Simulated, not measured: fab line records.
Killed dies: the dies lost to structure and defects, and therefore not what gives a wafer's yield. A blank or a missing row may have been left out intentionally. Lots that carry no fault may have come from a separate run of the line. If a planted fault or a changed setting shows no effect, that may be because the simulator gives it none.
Which of the tools did it? || flow sky130 || 24 lots with 72 wafers sampled at 5 steps, on a route of 708 steps

## WHAT THE GAUGES SHOWED, per wafer
SKY_CAPM_OVL_MEAS_12.
{"lot": "L074", "measured": "day 38 21:12", "on": "overlay-02", "CAPM_OVL (nm)": "1.9 1.4 1.8"}
{"lot": "L075", "measured": "day 39 00:37", "on": "overlay-02", "CAPM_OVL (nm)": "2.9 2.4 3.1"}
{"lot": "L076", "measured": "day 39 03:43", "on": "overlay-01", "CAPM_OVL (nm)": "0.5 0.5 0.3"}
{"lot": "L077", "measured": "day 39 21:23", "on": "overlay-01", "CAPM_OVL (nm)": "1.6 1.1 0.3"}
{"lot": "L078", "measured": "day 40 03:46", "on": "overlay-01", "CAPM_OVL (nm)": "0.8 1.3 1.2"}
{"lot": "L079", "measured": "day 40 05:01", "on": "overlay-01", "CAPM_OVL (nm)": "1.8 1.7 2.7"}
{"lot": "L080", "measured": "day 40 06:49", "on": "overlay-02", "CAPM_OVL (nm)": "2.3 0.7 1.7"}
{"lot": "L081", "measured": "day 41 03:35", "on": "overlay-02", "CAPM_OVL (nm)": "0.3 2.1 0.4"}
{"lot": "L082", "measured": "day 41 06:07", "on": "overlay-01", "CAPM_OVL (nm)": "0.3 -0.5 -0.4"}
{"lot": "L083", "measured": "day 41 08:10", "on": "overlay-02", "CAPM_OVL (nm)": "3.6 3.9 3.7"}
{"lot": "L084", "measured": "day 41 14:13", "on": "overlay-01", "CAPM_OVL (nm)": "4.0 3.8 2.6"}
{"lot": "L085", "measured": "day 42 04:38", "on": "overlay-02", "CAPM_OVL (nm)": "1.0 1.6 1.0"}
{"lot": "L086", "measured": "day 42 10:25", "on": "overlay-02", "CAPM_OVL (nm)": "-0.4 1.5 0.7"}
{"lot": "L087", "measured": "day 42 13:48", "on": "overlay-01", "CAPM_OVL (nm)": "-0.8 0.0 0.4"}
{"lot": "L088", "measured": "day 42 15:49", "on": "overlay-01", "CAPM_OVL (nm)": "1.6 3.2 0.7"}
{"lot": "L089", "measured": "day 43 04:20", "on": "overlay-01", "CAPM_OVL (nm)": "0.2 1.0 -0.2"}
{"lot": "L090", "measured": "day 43 06:56", "on": "overlay-02", "CAPM_OVL (nm)": "0.3 -0.9 -0.2"}
{"lot": "L091", "measured": "day 43 13:07", "on": "overlay-01", "CAPM_OVL (nm)": "0.5 0.2 0.6"}
{"lot": "L092", "measured": "day 43 15:44", "on": "overlay-01", "CAPM_OVL (nm)": "-1.5 -2.5 0.7"}
{"lot": "L093", "measured": "day 44 05:47", "on": "overlay-01", "CAPM_OVL (nm)": "0.2 -0.2 1.8"}
{"lot": "L094", "measured": "day 44 06:40", "on": "overlay-01", "CAPM_OVL (nm)": "-0.2 1.1 1.5"}
{"lot": "L095", "measured": "day 44 18:44", "on": "overlay-02", "CAPM_OVL (nm)": "1.1 -0.4 1.3"}
{"lot": "L096", "measured": "day 44 19:16", "on": "overlay-01", "CAPM_OVL (nm)": "3.0 1.9 2.4"}
{"lot": "L097", "measured": "day 45 06:51", "on": "overlay-02", "CAPM_OVL (nm)": "3.8 4.9 2.2"}

SKY_VIA3_BOW_MEAS_03.
{"lot": "L074", "measured": "day 40 00:45", "on": "filmMetro-02", "VIA3_BOW (um)": "89 80 100"}
{"lot": "L075", "measured": "day 40 04:22", "on": "filmMetro-02", "VIA3_BOW (um)": "77 81 79"}
{"lot": "L076", "measured": "day 40 07:19", "on": "filmMetro-01", "VIA3_BOW (um)": "85 85 77"}
{"lot": "L077", "measured": "day 41 00:17", "on": "filmMetro-02", "VIA3_BOW (um)": "82 82 91"}
{"lot": "L078", "measured": "day 41 07:16", "on": "filmMetro-04", "VIA3_BOW (um)": "70 69 79"}
{"lot": "L079", "measured": "day 41 08:26", "on": "filmMetro-04", "VIA3_BOW (um)": "85 74 77"}
{"lot": "L080", "measured": "day 41 09:55", "on": "filmMetro-01", "VIA3_BOW (um)": "62 63 69"}
{"lot": "L081", "measured": "day 42 06:29", "on": "filmMetro-02", "VIA3_BOW (um)": "86 89 75"}
{"lot": "L082", "measured": "day 42 09:05", "on": "filmMetro-01", "VIA3_BOW (um)": "78 67 65"}
{"lot": "L083", "measured": "day 42 11:25", "on": "filmMetro-01", "VIA3_BOW (um)": "75 72 67"}
{"lot": "L084", "measured": "day 42 16:38", "on": "filmMetro-02", "VIA3_BOW (um)": "89 85 77"}
{"lot": "L085", "measured": "day 43 07:15", "on": "filmMetro-02", "VIA3_BOW (um)": "83 79 69"}
{"lot": "L086", "measured": "day 43 12:22", "on": "filmMetro-01", "VIA3_BOW (um)": "76 86 79"}
{"lot": "L087", "measured": "day 43 16:20", "on": "filmMetro-04", "VIA3_BOW (um)": "84 85 104"}
{"lot": "L088", "measured": "day 43 18:17", "on": "filmMetro-04", "VIA3_BOW (um)": "71 72 72"}
{"lot": "L089", "measured": "day 44 07:10", "on": "filmMetro-01", "VIA3_BOW (um)": "75 91 76"}
{"lot": "L090", "measured": "day 44 08:17", "on": "filmMetro-04", "VIA3_BOW (um)": "73 77 70"}
{"lot": "L091", "measured": "day 44 15:04", "on": "filmMetro-04", "VIA3_BOW (um)": "74 74 91"}
{"lot": "L092", "measured": "day 44 17:47", "on": "filmMetro-02", "VIA3_BOW (um)": "78 97 83"}
{"lot": "L093", "measured": "day 45 07:25", "on": "filmMetro-01", "VIA3_BOW (um)": "79 87 86"}
{"lot": "L094", "measured": "day 45 07:53", "on": "filmMetro-02", "VIA3_BOW (um)": "78 80 76"}
{"lot": "L095", "measured": "day 46 01:14", "on": "filmMetro-01", "VIA3_BOW (um)": "75 79 76"}
{"lot": "L096", "measured": "day 46 02:00", "on": "filmMetro-01", "VIA3_BOW (um)": "78 70 70"}
{"lot": "L097", "measured": "day 46 07:37", "on": "filmMetro-01", "VIA3_BOW (um)": "80 80 86"}

## WHICH TOOL RAN EACH LOT (tool, then ch and the chambers of the sampled wafers, then the start)
{"lot": "L074", "SKY_CAPM_STRIP_14": "plasmaAsher-03 ch 1, day 38 21:19", "SKY_METAL3_METAL_ETCH_18": "rieMetal-02 ch 0,1, day 39 23:25", "SKY_VIA3_CMP_02": "cmp-01 ch 0,1,2, day 40 00:32"}
{"lot": "L075", "SKY_CAPM_STRIP_14": "plasmaAsher-02 ch 0,1, day 39 00:45", "SKY_METAL3_METAL_ETCH_18": "rieMetal-04 ch 0,1, day 40 03:05", "SKY_VIA3_CMP_02": "cmp-01 ch 0,1, day 40 04:02"}
{"lot": "L076", "SKY_CAPM_STRIP_14": "plasmaAsher-02 ch 0,1, day 39 03:49", "SKY_METAL3_METAL_ETCH_18": "rieMetal-03 ch 0, day 40 06:01", "SKY_VIA3_CMP_02": "cmp-01 ch 0,2, day 40 07:04"}
{"lot": "L077", "SKY_CAPM_STRIP_14": "plasmaAsher-03 ch 0,1, day 39 21:31", "SKY_METAL3_METAL_ETCH_18": "rieMetal-03 ch 0,1, day 40 23:00", "SKY_VIA3_CMP_02": "cmp-02 ch 0,3, day 41 00:02"}
{"lot": "L078", "SKY_CAPM_STRIP_14": "plasmaAsher-02 ch 0,1, day 40 03:53", "SKY_METAL3_METAL_ETCH_18": "rieMetal-03 ch 0,1, day 41 05:43", "SKY_VIA3_CMP_02": "cmp-02 ch 1,2, day 41 06:58"}
{"lot": "L079", "SKY_CAPM_STRIP_14": "plasmaAsher-04 ch 0,1, day 40 05:08", "SKY_METAL3_METAL_ETCH_18": "rieMetal-04 ch 0,1, day 41 07:01", "SKY_VIA3_CMP_02": "cmp-02 ch 1,2, day 41 08:07"}
{"lot": "L080", "SKY_CAPM_STRIP_14": "plasmaAsher-02 ch 1, day 40 06:56", "SKY_METAL3_METAL_ETCH_18": "rieMetal-04 ch 0, day 41 08:36", "SKY_VIA3_CMP_02": "cmp-02 ch 0,1,2, day 41 09:41"}
{"lot": "L081", "SKY_CAPM_STRIP_14": "plasmaAsher-03 ch 0,1, day 41 03:43", "SKY_METAL3_METAL_ETCH_18": "rieMetal-04 ch 0,1, day 42 05:02", "SKY_VIA3_CMP_02": "cmp-02 ch 0,2,3, day 42 06:13"}
{"lot": "L082", "SKY_CAPM_STRIP_14": "plasmaAsher-02 ch 0,1, day 41 06:13", "SKY_METAL3_METAL_ETCH_18": "rieMetal-04 ch 0,1, day 42 07:19", "SKY_VIA3_CMP_02": "cmp-02 ch 0,3, day 42 08:46"}
{"lot": "L083", "SKY_CAPM_STRIP_14": "plasmaAsher-04 ch 0,1, day 41 08:16", "SKY_METAL3_METAL_ETCH_18": "rieMetal-04 ch 0,1, day 42 10:07", "SKY_VIA3_CMP_02": "cmp-02 ch 0,1,2, day 42 11:16"}
{"lot": "L084", "SKY_CAPM_STRIP_14": "plasmaAsher-03 ch 0,1, day 41 14:20", "SKY_METAL3_METAL_ETCH_18": "rieMetal-03 ch 0,1, day 42 15:21", "SKY_VIA3_CMP_02": "cmp-02 ch 0,1,2, day 42 16:23"}
{"lot": "L085", "SKY_CAPM_STRIP_14": "plasmaAsher-03 ch 0,1, day 42 04:46", "SKY_METAL3_METAL_ETCH_18": "rieMetal-04 ch 0,1, day 43 05:52", "SKY_VIA3_CMP_02": "cmp-02 ch 1,2,3, day 43 06:57"}
{"lot": "L086", "SKY_CAPM_STRIP_14": "plasmaAsher-02 ch 0,1, day 42 10:31", "SKY_METAL3_METAL_ETCH_18": "rieMetal-04 ch 1, day 43 11:01", "SKY_VIA3_CMP_02": "cmp-01 ch 1,2,3, day 43 12:10"}
{"lot": "L087", "SKY_CAPM_STRIP_14": "plasmaAsher-03 ch 0, day 42 13:55", "SKY_METAL3_METAL_ETCH_18": "rieMetal-03 ch 0,1, day 43 14:55", "SKY_VIA3_CMP_02": "cmp-02 ch 1,2,3, day 43 16:01"}
{"lot": "L088", "SKY_CAPM_STRIP_14": "plasmaAsher-03 ch 1, day 42 15:56", "SKY_METAL3_METAL_ETCH_18": "rieMetal-02 ch 0,1, day 43 16:58", "SKY_VIA3_CMP_02": "cmp-01 ch 0,2,3, day 43 18:01"}
{"lot": "L089", "SKY_CAPM_STRIP_14": "plasmaAsher-04 ch 0,1, day 43 04:28", "SKY_METAL3_METAL_ETCH_18": "rieMetal-03 ch 0,1, day 44 05:52", "SKY_VIA3_CMP_02": "cmp-02 ch 1,2,3, day 44 06:52"}
{"lot": "L090", "SKY_CAPM_STRIP_14": "plasmaAsher-03 ch 0,1, day 43 07:03", "SKY_METAL3_METAL_ETCH_18": "rieMetal-03 ch 0,1, day 44 06:59", "SKY_VIA3_CMP_02": "cmp-02 ch 1,2,3, day 44 08:04"}
{"lot": "L091", "SKY_CAPM_STRIP_14": "plasmaAsher-04 ch 0,1, day 43 13:13", "SKY_METAL3_METAL_ETCH_18": "rieMetal-02 ch 0,1, day 44 13:40", "SKY_VIA3_CMP_02": "cmp-02 ch 0,2, day 44 14:45"}
{"lot": "L092", "SKY_CAPM_STRIP_14": "plasmaAsher-04 ch 0,1, day 43 15:52", "SKY_METAL3_METAL_ETCH_18": "rieMetal-02 ch 0,1, day 44 16:23", "SKY_VIA3_CMP_02": "cmp-02 ch 0,3, day 44 17:26"}
{"lot": "L093", "SKY_CAPM_STRIP_14": "plasmaAsher-02 ch 0,1, day 44 05:55", "SKY_METAL3_METAL_ETCH_18": "rieMetal-02 ch 0,1, day 45 06:07", "SKY_VIA3_CMP_02": "cmp-02 ch 1,2,3, day 45 07:10"}
{"lot": "L094", "SKY_CAPM_STRIP_14": "plasmaAsher-03 ch 0,1, day 44 06:50", "SKY_METAL3_METAL_ETCH_18": "rieMetal-04 ch 0, day 45 06:20", "SKY_VIA3_CMP_02": "cmp-01 ch 1,2, day 45 07:33"}
{"lot": "L095", "SKY_CAPM_STRIP_14": "plasmaAsher-04 ch 0,1, day 44 18:52", "SKY_METAL3_METAL_ETCH_18": "rieMetal-04 ch 1, day 45 23:51", "SKY_VIA3_CMP_02": "cmp-01 ch 0,1,2, day 46 00:56"}
{"lot": "L096", "SKY_CAPM_STRIP_14": "plasmaAsher-02 ch 0,1, day 44 19:23", "SKY_METAL3_METAL_ETCH_18": "rieMetal-03 ch 1, day 46 00:13", "SKY_VIA3_CMP_02": "cmp-02 ch 0,2,3, day 46 01:41"}
{"lot": "L097", "SKY_CAPM_STRIP_14": "plasmaAsher-03 ch 0,1, day 45 06:58", "SKY_METAL3_METAL_ETCH_18": "rieMetal-04 ch 0,1, day 46 06:10", "SKY_VIA3_CMP_02": "cmp-02 ch 1,2, day 46 07:18"}
- SKY_CAPM_STRIP_14: strips in O2/N2.
- SKY_METAL3_METAL_ETCH_18: etches the open film in Cl2/BCl3, stops on SiO2, target depth 845 nm, time 183.1 s.
- SKY_VIA3_CMP_02: polishes SiO2.

## AS READ BY THE TOOLS THEMSELVES (means over the sampled wafers that have a number; for cases with no such wafer, the mark the record gives instead)
SKY_CAPM_STRIP_14.
{"lot": "L074", "tool": "plasmaAsher-03", "drypumpMotorCurrentA (A)": 5.21, "o2FlowSccm (sccm)": 3061, "oesProductAu (a.u.)": 0.713, "stripTimeToEndpointS (s)": 12.77}
{"lot": "L075", "tool": "plasmaAsher-02", "drypumpMotorCurrentA (A)": 5.89, "o2FlowSccm (sccm)": 3068, "oesProductAu (a.u.)": 0.705, "stripTimeToEndpointS (s)": 12.71}
{"lot": "L076", "tool": "plasmaAsher-02", "drypumpMotorCurrentA (A)": 5.89, "o2FlowSccm (sccm)": 3055, "oesProductAu (a.u.)": 0.707, "stripTimeToEndpointS (s)": 12.72}
{"lot": "L077", "tool": "plasmaAsher-03", "drypumpMotorCurrentA (A)": 5.62, "o2FlowSccm (sccm)": 3063, "oesProductAu (a.u.)": 0.710, "stripTimeToEndpointS (s)": 12.63}
{"lot": "L078", "tool": "plasmaAsher-02", "drypumpMotorCurrentA (A)": 5.86, "o2FlowSccm (sccm)": 3071, "oesProductAu (a.u.)": 0.712, "stripTimeToEndpointS (s)": 12.64}
{"lot": "L079", "tool": "plasmaAsher-04", "drypumpMotorCurrentA (A)": 5.84, "o2FlowSccm (sccm)": 3073, "oesProductAu (a.u.)": 0.708, "stripTimeToEndpointS (s)": 12.68}
{"lot": "L080", "tool": "plasmaAsher-02", "drypumpMotorCurrentA (A)": 5.73, "o2FlowSccm (sccm)": 3062, "oesProductAu (a.u.)": 0.710, "stripTimeToEndpointS (s)": 12.69}
{"lot": "L081", "tool": "plasmaAsher-03", "drypumpMotorCurrentA (A)": 5.65, "o2FlowSccm (sccm)": 3074, "oesProductAu (a.u.)": 0.712, "stripTimeToEndpointS (s)": 12.67}
{"lot": "L082", "tool": "plasmaAsher-02", "drypumpMotorCurrentA (A)": 5.81, "o2FlowSccm (sccm)": 3061, "oesProductAu (a.u.)": 0.711, "stripTimeToEndpointS (s)": 12.67}
{"lot": "L083", "tool": "plasmaAsher-04", "drypumpMotorCurrentA (A)": 5.92, "o2FlowSccm (sccm)": 3071, "oesProductAu (a.u.)": 0.708, "stripTimeToEndpointS (s)": 12.65}
{"lot": "L084", "tool": "plasmaAsher-03", "drypumpMotorCurrentA (A)": 5.40, "o2FlowSccm (sccm)": 3073, "oesProductAu (a.u.)": 0.719, "stripTimeToEndpointS (s)": 12.65}
{"lot": "L085", "tool": "plasmaAsher-03", "drypumpMotorCurrentA (A)": 5.59, "o2FlowSccm (sccm)": 3069, "oesProductAu (a.u.)": 0.715, "stripTimeToEndpointS (s)": 12.63}
{"lot": "L086", "tool": "plasmaAsher-02", "drypumpMotorCurrentA (A)": 5.80, "o2FlowSccm (sccm)": 3066, "oesProductAu (a.u.)": 0.714, "stripTimeToEndpointS (s)": 12.64}
{"lot": "L087", "tool": "plasmaAsher-03", "drypumpMotorCurrentA (A)": 5.84, "o2FlowSccm (sccm)": 3066, "oesProductAu (a.u.)": 0.713, "stripTimeToEndpointS (s)": 12.74}
{"lot": "L088", "tool": "plasmaAsher-03", "drypumpMotorCurrentA (A)": 5.19, "o2FlowSccm (sccm)": 3070, "oesProductAu (a.u.)": 0.707, "stripTimeToEndpointS (s)": 12.62}
{"lot": "L089", "tool": "plasmaAsher-04", "drypumpMotorCurrentA (A)": 5.94, "o2FlowSccm (sccm)": 3082, "oesProductAu (a.u.)": 0.712, "stripTimeToEndpointS (s)": 12.66}
{"lot": "L090", "tool": "plasmaAsher-03", "drypumpMotorCurrentA (A)": 5.41, "o2FlowSccm (sccm)": 3062, "oesProductAu (a.u.)": 0.713, "stripTimeToEndpointS (s)": 12.63}
{"lot": "L091", "tool": "plasmaAsher-04", "drypumpMotorCurrentA (A)": 5.85, "o2FlowSccm (sccm)": 3062, "oesProductAu (a.u.)": 0.709, "stripTimeToEndpointS (s)": 12.59}
{"lot": "L092", "tool": "plasmaAsher-04", "drypumpMotorCurrentA (A)": 5.86, "o2FlowSccm (sccm)": 3077, "oesProductAu (a.u.)": 0.711, "stripTimeToEndpointS (s)": 12.70}
{"lot": "L093", "tool": "plasmaAsher-02", "drypumpMotorCurrentA (A)": 5.81, "o2FlowSccm (sccm)": 3065, "oesProductAu (a.u.)": 0.711, "stripTimeToEndpointS (s)": 12.64}
{"lot": "L094", "tool": "plasmaAsher-03", "drypumpMotorCurrentA (A)": 5.63, "o2FlowSccm (sccm)": 3069, "oesProductAu (a.u.)": 0.713, "stripTimeToEndpointS (s)": 12.64}
{"lot": "L095", "tool": "plasmaAsher-04", "drypumpMotorCurrentA (A)": 5.87, "o2FlowSccm (sccm)": 3068, "oesProductAu (a.u.)": 0.710, "stripTimeToEndpointS (s)": 12.65}
{"lot": "L096", "tool": "plasmaAsher-02", "drypumpMotorCurrentA (A)": 5.83, "o2FlowSccm (sccm)": 3073, "oesProductAu (a.u.)": 0.711, "stripTimeToEndpointS (s)": 12.56}
{"lot": "L097", "tool": "plasmaAsher-03", "drypumpMotorCurrentA (A)": 5.61, "o2FlowSccm (sccm)": 3068, "oesProductAu (a.u.)": 0.709, "stripTimeToEndpointS (s)": 12.65}

SKY_METAL3_METAL_ETCH_18.
{"lot": "L074", "tool": "rieMetal-02", "drypumpMotorCurrentA (A)": 5.4, "mfcCl2Sccm (sccm)": 59.99, "oesProductAu (a.u.)": 0.863, "throttleValvePct (%)": 22.269}
{"lot": "L075", "tool": "rieMetal-04", "drypumpMotorCurrentA (A)": 5.8, "mfcCl2Sccm (sccm)": 60.04, "oesProductAu (a.u.)": 0.869, "throttleValvePct (%)": 22.268}
{"lot": "L076", "tool": "rieMetal-03", "drypumpMotorCurrentA (A)": 5.8, "mfcCl2Sccm (sccm)": 59.89, "oesProductAu (a.u.)": 0.865, "throttleValvePct (%)": 22.269}
{"lot": "L077", "tool": "rieMetal-03", "drypumpMotorCurrentA (A)": 5.6, "mfcCl2Sccm (sccm)": 60.08, "oesProductAu (a.u.)": 0.866, "throttleValvePct (%)": 22.266}
{"lot": "L078", "tool": "rieMetal-03", "drypumpMotorCurrentA (A)": 5.6, "mfcCl2Sccm (sccm)": 60.15, "oesProductAu (a.u.)": 0.864, "throttleValvePct (%)": 22.262}
{"lot": "L079", "tool": "rieMetal-04", "drypumpMotorCurrentA (A)": 5.8, "mfcCl2Sccm (sccm)": 60.09, "oesProductAu (a.u.)": 0.863, "throttleValvePct (%)": 22.263}
{"lot": "L080", "tool": "rieMetal-04", "drypumpMotorCurrentA (A)": 6.4, "mfcCl2Sccm (sccm)": 60.15, "oesProductAu (a.u.)": 0.876, "throttleValvePct (%)": 22.258}
{"lot": "L081", "tool": "rieMetal-04", "drypumpMotorCurrentA (A)": 5.8, "mfcCl2Sccm (sccm)": 59.94, "oesProductAu (a.u.)": 0.859, "throttleValvePct (%)": 22.265}
{"lot": "L082", "tool": "rieMetal-04", "drypumpMotorCurrentA (A)": 5.8, "mfcCl2Sccm (sccm)": 60.03, "oesProductAu (a.u.)": 0.870, "throttleValvePct (%)": 22.270}
{"lot": "L083", "tool": "rieMetal-04", "drypumpMotorCurrentA (A)": 5.8, "mfcCl2Sccm (sccm)": 59.96, "oesProductAu (a.u.)": 0.866, "throttleValvePct (%)": 22.270}
{"lot": "L084", "tool": "rieMetal-03", "drypumpMotorCurrentA (A)": 5.6, "mfcCl2Sccm (sccm)": 59.93, "oesProductAu (a.u.)": 0.867, "throttleValvePct (%)": 22.265}
{"lot": "L085", "tool": "rieMetal-04", "drypumpMotorCurrentA (A)": 5.8, "mfcCl2Sccm (sccm)": 60.00, "oesProductAu (a.u.)": 0.865, "throttleValvePct (%)": 22.252}
{"lot": "L086", "tool": "rieMetal-04", "drypumpMotorCurrentA (A)": 5.5, "mfcCl2Sccm (sccm)": 59.82, "oesProductAu (a.u.)": 0.867, "throttleValvePct (%)": 22.272}
{"lot": "L087", "tool": "rieMetal-03", "drypumpMotorCurrentA (A)": 5.6, "mfcCl2Sccm (sccm)": 60.16, "oesProductAu (a.u.)": 0.876, "throttleValvePct (%)": 22.269}
{"lot": "L088", "tool": "rieMetal-02", "drypumpMotorCurrentA (A)": 5.4, "mfcCl2Sccm (sccm)": 59.90, "oesProductAu (a.u.)": 0.869, "throttleValvePct (%)": 22.271}
{"lot": "L089", "tool": "rieMetal-03", "drypumpMotorCurrentA (A)": 5.5, "mfcCl2Sccm (sccm)": 59.96, "oesProductAu (a.u.)": 0.863, "throttleValvePct (%)": 22.268}
{"lot": "L090", "tool": "rieMetal-03", "drypumpMotorCurrentA (A)": 5.3, "mfcCl2Sccm (sccm)": 60.02, "oesProductAu (a.u.)": 0.860, "throttleValvePct (%)": 22.265}
{"lot": "L091", "tool": "rieMetal-02", "drypumpMotorCurrentA (A)": 5.4, "mfcCl2Sccm (sccm)": 59.92, "oesProductAu (a.u.)": 0.859, "throttleValvePct (%)": 22.273}
{"lot": "L092", "tool": "rieMetal-02", "drypumpMotorCurrentA (A)": 5.4, "mfcCl2Sccm (sccm)": 59.90, "oesProductAu (a.u.)": 0.860, "throttleValvePct (%)": 22.265}
{"lot": "L093", "tool": "rieMetal-02", "drypumpMotorCurrentA (A)": 5.5, "mfcCl2Sccm (sccm)": 60.03, "oesProductAu (a.u.)": 0.863, "throttleValvePct (%)": 22.258}
{"lot": "L094", "tool": "rieMetal-04", "drypumpMotorCurrentA (A)": 6.4, "mfcCl2Sccm (sccm)": 59.88, "oesProductAu (a.u.)": 0.859, "throttleValvePct (%)": 22.267}
{"lot": "L095", "tool": "rieMetal-04", "drypumpMotorCurrentA (A)": 5.5, "mfcCl2Sccm (sccm)": 60.10, "oesProductAu (a.u.)": 0.860, "throttleValvePct (%)": 22.266}
{"lot": "L096", "tool": "rieMetal-03", "drypumpMotorCurrentA (A)": 5.0, "mfcCl2Sccm (sccm)": 59.68, "oesProductAu (a.u.)": 0.864, "throttleValvePct (%)": 22.269}
{"lot": "L097", "tool": "rieMetal-04", "drypumpMotorCurrentA (A)": 5.8, "mfcCl2Sccm (sccm)": 60.02, "oesProductAu (a.u.)": 0.861, "throttleValvePct (%)": 22.268}

SKY_VIA3_CMP_02.
{"lot": "L074", "tool": "cmp-01", "motorCurrentA (A)": 10.8, "retainingRingPressureFrac": 1.003}
{"lot": "L075", "tool": "cmp-01", "motorCurrentA (A)": 10.2, "retainingRingPressureFrac": 1.000}
{"lot": "L076", "tool": "cmp-01", "motorCurrentA (A)": 10.4, "retainingRingPressureFrac": 1.000}
{"lot": "L077", "tool": "cmp-02", "motorCurrentA (A)": 12.0, "retainingRingPressureFrac": 0.999}
{"lot": "L078", "tool": "cmp-02", "motorCurrentA (A)": 13.0, "retainingRingPressureFrac": 1.001}
{"lot": "L079", "tool": "cmp-02", "motorCurrentA (A)": 12.4, "retainingRingPressureFrac": 1.000}
{"lot": "L080", "tool": "cmp-02", "motorCurrentA (A)": 12.5, "retainingRingPressureFrac": 0.999}
{"lot": "L081", "tool": "cmp-02", "motorCurrentA (A)": 12.6, "retainingRingPressureFrac": 0.996}
{"lot": "L082", "tool": "cmp-02", "motorCurrentA (A)": 12.1, "retainingRingPressureFrac": 1.003}
{"lot": "L083", "tool": "cmp-02", "motorCurrentA (A)": 12.6, "retainingRingPressureFrac": 0.996}
{"lot": "L084", "tool": "cmp-02", "motorCurrentA (A)": 12.5, "retainingRingPressureFrac": 1.001}
{"lot": "L085", "tool": "cmp-02", "motorCurrentA (A)": 12.8, "retainingRingPressureFrac": 0.997}
{"lot": "L086", "tool": "cmp-01", "motorCurrentA (A)": 11.9, "retainingRingPressureFrac": 1.000}
{"lot": "L087", "tool": "cmp-02", "motorCurrentA (A)": 12.7, "retainingRingPressureFrac": 1.004}
{"lot": "L088", "tool": "cmp-01", "motorCurrentA (A)": 11.7, "retainingRingPressureFrac": 0.999}
{"lot": "L089", "tool": "cmp-02", "motorCurrentA (A)": 12.5, "retainingRingPressureFrac": 0.997}
{"lot": "L090", "tool": "cmp-02", "motorCurrentA (A)": 12.4, "retainingRingPressureFrac": 0.997}
{"lot": "L091", "tool": "cmp-02", "motorCurrentA (A)": 12.6, "retainingRingPressureFrac": 1.000}
{"lot": "L092", "tool": "cmp-02", "motorCurrentA (A)": 12.0, "retainingRingPressureFrac": 1.001}
{"lot": "L093", "tool": "cmp-02", "motorCurrentA (A)": 12.5, "retainingRingPressureFrac": 0.997}
{"lot": "L094", "tool": "cmp-01", "motorCurrentA (A)": 11.5, "retainingRingPressureFrac": 1.001}
{"lot": "L095", "tool": "cmp-01", "motorCurrentA (A)": 10.8, "retainingRingPressureFrac": 0.998}
{"lot": "L096", "tool": "cmp-02", "motorCurrentA (A)": 12.2, "retainingRingPressureFrac": 1.004}
{"lot": "L097", "tool": "cmp-02", "motorCurrentA (A)": 12.0, "retainingRingPressureFrac": 1.002}

## THE ANSWER, worked out from the rows above alone
Rule: usual is defined by the lots themselves. The widest of any qualifying gaps counts: lots, ordered by their means at a reading, are off when they make up no more than a third of the lots, leave a main group of 4 or more, and stand apart from it by 3 or more times the standard deviation of that group's means. If all means in a main group match to the digits the tables above print for the reading, that group is not used. A lot without any number at a reading at which 4 lots or more have one is off too. Any other lot the step has rows for is counted as sound. The gauges are gone through in route order, then the tools' own readings, and for those a lot's mean is taken as printed above. The first step at which some lot is off is used, and at that step the reading that is off furthest; a lot without a number counts as furthest.
No lot is off at any reading shown: from this, nothing can be told.

## WHAT HAD BEEN PUT IN BY THE SIMULATOR
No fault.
